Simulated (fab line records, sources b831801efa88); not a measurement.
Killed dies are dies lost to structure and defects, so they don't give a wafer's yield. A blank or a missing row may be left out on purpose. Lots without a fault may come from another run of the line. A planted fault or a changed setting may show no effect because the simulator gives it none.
Which tool did it? | flow sky130 | 11 lots, 33 wafers sampled, at 5 steps of a route of 708

WHAT THE GAUGES READ, wafer by wafer
SKY_CONTACT_RS_MEAS_25: measures by four-point-probe.
lot  | measured     | on            | CONTACT_W_RS (ohm/sq)
L781 | day 31 00:46 | film_metro-03 | 0.337 0.339 0.338
L783 | day 32 02:19 | film_metro-03 | 0.337 0.338 0.341
L785 | day 32 23:14 | film_metro-03 | 0.337 0.333 0.343
L786 | day 33 00:03 | film_metro-01 | 0.349 0.348 0.342
L787 | day 33 11:04 | film_metro-03 | 0.338 0.339 0.338
L789 | day 34 02:41 | film_metro-01 | 0.341 0.333 0.342
L790 | day 35 01:48 | film_metro-02 | 0.341 0.341 0.338
L793 | day 35 23:46 | film_metro-03 | 0.336 0.344 0.339
L797 | day 37 09:04 | film_metro-02 | 0.334 0.340 0.340
L801 | day 37 22:31 | film_metro-01 | 1.091 1.093 1.054
L802 | day 38 21:25 | film_metro-03 | 1.107 1.051 1.084

SKY_CONTACT_THK_MEAS_26: measures by xrf.
lot  | measured     | on            | CONTACT_W_THK (nm)
L781 | day 31 00:53 | film_metro-03 | 352 350 354
L783 | day 32 02:26 | film_metro-03 | 354 355 351
L785 | day 32 23:20 | film_metro-03 | 356 359 350
L786 | day 33 00:10 | film_metro-01 | 333 336 341
L787 | day 33 11:11 | film_metro-03 | 350 348 349
L789 | day 34 02:49 | film_metro-01 | 341 350 342
L790 | day 35 01:55 | film_metro-02 | 345 347 348
L793 | day 35 23:52 | film_metro-03 | 348 339 344
L797 | day 37 09:11 | film_metro-02 | 353 349 349
L801 | day 37 22:38 | film_metro-01 | 109 109 112
L802 | day 38 21:32 | film_metro-03 | 107 112 110

WHICH TOOL RAN EACH LOT (tool, then ch and the chambers of the sampled wafers, then the start)
lot  | SKY_CONTACT_ETCH_18                           | SKY_CONTACT_SPUTTER_23       | SKY_CONTACT_CVD_24
L781 | rie_diel-02 ch 0,1,3, day 31 00:36 or earlier | pvd_sputter-03, day 31 00:36 | cvd_w-01 ch 0,1, day 31 00:40
L783 | rie_diel-03 ch 0,1,2, day 32 02:08 or earlier | pvd_sputter-04, day 32 02:08 | cvd_w-01 ch 0,1, day 32 02:12
L785 | rie_diel-01 ch 1,2,3, day 32 23:01 or earlier | pvd_sputter-04, day 32 23:01 | cvd_w-01 ch 0,1, day 32 23:07
L786 | rie_diel-02 ch 1,2,3, day 32 23:52 or earlier | pvd_sputter-03, day 32 23:52 | cvd_w-02 ch 0,1, day 32 23:55
L787 | rie_diel-01 ch 1,3, day 33 10:53 or earlier   | pvd_sputter-03, day 33 10:53 | cvd_w-01 ch 0,1, day 33 10:56
L789 | rie_diel-01 ch 0,1,3, day 34 02:31 or earlier | pvd_sputter-02, day 34 02:31 | cvd_w-02 ch 0,1, day 34 02:35
L790 | rie_diel-03 ch 0,1,2, day 35 01:37 or earlier | pvd_sputter-02, day 35 01:37 | cvd_w-01 ch 0,1, day 35 01:40
L793 | rie_diel-03 ch 0,2,3, day 35 23:34 or earlier | pvd_sputter-02, day 35 23:34 | cvd_w-02 ch 0,1, day 35 23:38
L797 | rie_diel-02 ch 0,1,3, day 37 08:53 or earlier | pvd_sputter-02, day 37 08:53 | cvd_w-02 ch 0,1, day 37 08:57
L801 | rie_diel-02 ch 0,1, day 37 22:21 or earlier   | pvd_sputter-03, day 37 22:21 | cvd_w-02 ch 0,1, day 37 22:25
L802 | rie_diel-01 ch 0,1,3, day 38 21:14 or earlier | pvd_sputter-02, day 38 21:14 | cvd_w-02 ch 0,1, day 38 21:17
- SKY_CONTACT_ETCH_18: etches Si3N4 in CHF3/O2, stops on TiN, time 39 s, target depth 75 nm.
- SKY_CONTACT_SPUTTER_23: material TiN, target thk 20 nm, time 80 s.
- SKY_CONTACT_CVD_24: deposits W, target thk 340 nm, time 102.12 s.

WHAT THE TOOLS THEMSELVES READ (means of the sampled wafers that have a number; where no wafer has one, the mark that the record gives instead)
SKY_CONTACT_ETCH_18.
lot  | tool        | bias_w (W) | chf3_flow_sccm (sccm) | drypump_motor_current_A (A) | oes_product_au (a.u.) | throttle_valve_pct (%)
L781 | rie_diel-02 | 200.1      | 50.01                 | 6.2                         | 0.854                 | 8.797
L783 | rie_diel-03 | 199.9      | 49.90                 | 5.4                         | 0.856                 | 8.804
L785 | rie_diel-01 | 199.8      | 49.99                 | 6.3                         | 0.854                 | 8.797
L786 | rie_diel-02 | 199.8      | 50.01                 | 6.1                         | 0.849                 | 8.792
L787 | rie_diel-01 | 200.5      | 49.96                 | 6.5                         | 0.862                 | 8.790
L789 | rie_diel-01 | 199.9      | 49.91                 | 6.2                         | 0.852                 | 8.792
L790 | rie_diel-03 | 200.0      | 50.08                 | 5.4                         | 0.855                 | 8.798
L793 | rie_diel-03 | 200.1      | 49.96                 | 5.5                         | 0.857                 | 8.794
L797 | rie_diel-02 | 200.2      | 49.98                 | 6.3                         | 0.862                 | 8.784
L801 | rie_diel-02 | 199.4      | 49.93                 | 6.2                         | 0.852                 | 8.792
L802 | rie_diel-01 | 199.6      | 49.87                 | 6.2                         | 0.853                 | 8.799

SKY_CONTACT_SPUTTER_23.
lot  | tool           | throttle_valve_pct (%)
L781 | pvd_sputter-03 | 29.1
L783 | pvd_sputter-04 | 29.8
L785 | pvd_sputter-04 | 29.9
L786 | pvd_sputter-03 | 30.0
L787 | pvd_sputter-03 | 30.0
L789 | pvd_sputter-02 | 30.1
L790 | pvd_sputter-02 | 30.2
L793 | pvd_sputter-02 | 30.7
L797 | pvd_sputter-02 | 30.7
L801 | pvd_sputter-03 | 30.4
L802 | pvd_sputter-02 | 30.7

SKY_CONTACT_CVD_24.
lot  | tool     | heater_power_w (W)
L781 | cvd_w-01 | 976
L783 | cvd_w-01 | 896
L785 | cvd_w-01 | 883
L786 | cvd_w-02 | 869
L787 | cvd_w-01 | 988
L789 | cvd_w-02 | 873
L790 | cvd_w-01 | 991
L793 | cvd_w-02 | 889
L797 | cvd_w-02 | 874
L801 | cvd_w-02 | 893
L802 | cvd_w-02 | 887

THE ANSWER, worked out from the rows above alone
Rule: what is usual is taken from the lots themselves. Put in order of their means at a reading, lots are off if they are a third of the lots or fewer, leave a main group of 4 or more, and stand apart from it by a gap of 3 or more times the standard deviation of the main group's means; of several such gaps the widest counts. A main group whose means are all the same, to the digits that the tables above print for the reading, isn't used. A lot without any number at a reading at which 4 lots or more have one is off too. The other lots that the step has rows for count as sound. The gauges are gone through in route order, then the tools' own readings, and for those a lot's mean is taken as printed above. The first step at which some lot is off is used, and at that step the reading that is off furthest; a lot without a number counts as furthest.
Off: L801, L802, at SKY_CONTACT_RS_MEAS_25 (CONTACT_W_RS). The main group: mean 0.339 ohm/sq, standard deviation 0.0025.
A tool fits if, at a process step before that reading, it ran every lot that is off, and no sound lot after the first of them. The gauges at SKY_CONTACT_RS_MEAS_25 are tried like those tools. SKY_CONTACT_ETCH_18 gives no start for some lots, so the hours and the order of its lots are those of SKY_CONTACT_SPUTTER_23. One fits: cvd_w-02 at SKY_CONTACT_CVD_24. Its last sound lot is L797 (day 37 08:57), its first lot that is off L801 (day 37 22:25): a fault that began between those two fits.

WHAT THE SIMULATOR HAD PUT IN
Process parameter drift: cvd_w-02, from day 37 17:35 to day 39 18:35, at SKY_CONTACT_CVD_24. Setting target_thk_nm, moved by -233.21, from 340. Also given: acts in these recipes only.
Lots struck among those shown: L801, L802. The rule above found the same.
